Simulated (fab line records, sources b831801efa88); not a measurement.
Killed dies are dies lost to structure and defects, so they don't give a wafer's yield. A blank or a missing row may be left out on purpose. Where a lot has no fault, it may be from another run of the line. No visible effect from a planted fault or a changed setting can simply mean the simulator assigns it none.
A struck lot beside a sound one + flow sky130 + 15 out of 708 route steps
Sound: wafers L625.2, L625.3, L625.6. Wafers L634.3, L634.5, L634.6 were the ones struck. The cause is given at the end.
At each step with rows: each side's tool, then ch and its chambers, then its first start. Under that, the readings that differ: sound wafers + struck wafers + difference of the means + sigmas: that difference in standard deviations of wafers without a fault.
alike: readings with means less than 2 such deviations apart, plus words and numbers identical on both sides. not compared: withheld readings, readings lacking a value on some wafer, bounds such as >300 that could conceal the same value, and numbers that have no deviation in the record and whose values overlap.
Wherever a step has rows on one side only, a row that says differs or no value, or a row with sigmas, the two part there. Non-overlapping numbers with no deviation appear without sigmas and do not part them. Lack of a reading on every wafer of one side parts them only where that side has two or more wafers.

first, 4 steps without rows for these wafers: SKY_VT_ADJUST_LVTN_SOFTBAKE_03; SKY_VT_ADJUST_LVTN_EXPOSE_04 (exposes mask NWM COMPLEMENT LESS NATIVE, target cd 840 nm); SKY_VT_ADJUST_LVTN_PEB_05; SKY_VT_ADJUST_LVTN_DEVELOP_06 (develop time 60 s).
SKY_VT_ADJUST_LVTN_OVL_MEAS_07:
  sound: overlay-02 at day 8 13:38; struck: overlay-02 at day 10 20:42
  alike: VT_ADJUST_LVTN_OVL
after that, 1 step had no rows for these wafers: SKY_VT_ADJUST_LVTN_IMPLANT_08.
SKY_VT_ADJUST_LVTN_STRIP_09: strips in O2/N2.
  sound on plasma asher-02 ch 1, day 8 13:49; struck on plasma asher-03 ch 0,1, day 10 20:55
| reading                     | sound       | struck      | difference | sigmas |
|-----------------------------|-------------|-------------|------------|--------|
| drypump motor current A (A) | 6.4 6.4 6.4 | 5.2 5.3 5.2 | -1.2       | -3     |
  alike: oes product au, strip time to endpoint s
  not compared: rf hours counter h
SKY_VT_ADJUST_LVTN_TW_MEAS_10:
  sound: film metro-04 at day 8 13:56; struck: film metro-04 at day 10 21:00
  alike: VT_ADJUST_LVTN_TW
then, 4 steps without rows for these wafers: SKY_VT_ADJUST_LVTN_DEHYDRATE_11 (time 60 s); SKY_VT_ADJUST_LVTN_HMDS_12 (prime time 60 s); SKY_VT_ADJUST_LVTN_COAT_13 (resist thk 1140 nm); SKY_VT_ADJUST_LVTN_SOFTBAKE_14 (time 60 s).
SKY_VT_ADJUST_LVTN_EXPOSE_15: exposes mask HVN STD DERIVED, target cd 600 nm.
  sound on iline stepper-02 ch 0, day 9 00:44; struck on iline stepper-01 ch 0, day 11 08:43
| reading              | sound                | struck               | difference | sigmas      |
|----------------------|----------------------|----------------------|------------|-------------|
| exposure dose mJ cm2 | 162.69 163.02 162.96 | 184.40 184.08 184.15 | +21.32     | +99 or more |
  alike: mask
after that, 1 step had no rows for these wafers: SKY_VT_ADJUST_LVTN_PEB_16.
-- the record jumps here: 38 days lie between the struck wafers' starts before and after (it left off in module VT_ADJUST_LVTN and takes up again in module PAD_OPEN, whose first step shown is number 708 of the route) --
SKY_PAD_OPEN_PROBE_99:
  sound: prober-01 at day 47 07:31; struck: prober-02 at day 49 09:40
  alike: killed_at_M0_to_M3, killed_at_M4_up, killed at contacts, killed at front end, killed at other, killed dies, killed open, killed short

WHERE THEY PART
Earliest at SKY_VT_ADJUST_LVTN_STRIP_09; latest, in this record, at SKY_VT_ADJUST_LVTN_EXPOSE_15. Later steps at which nothing parts them and some readings are alike: SKY_PAD_OPEN_PROBE_99.

WHY: what had been put in by the simulator
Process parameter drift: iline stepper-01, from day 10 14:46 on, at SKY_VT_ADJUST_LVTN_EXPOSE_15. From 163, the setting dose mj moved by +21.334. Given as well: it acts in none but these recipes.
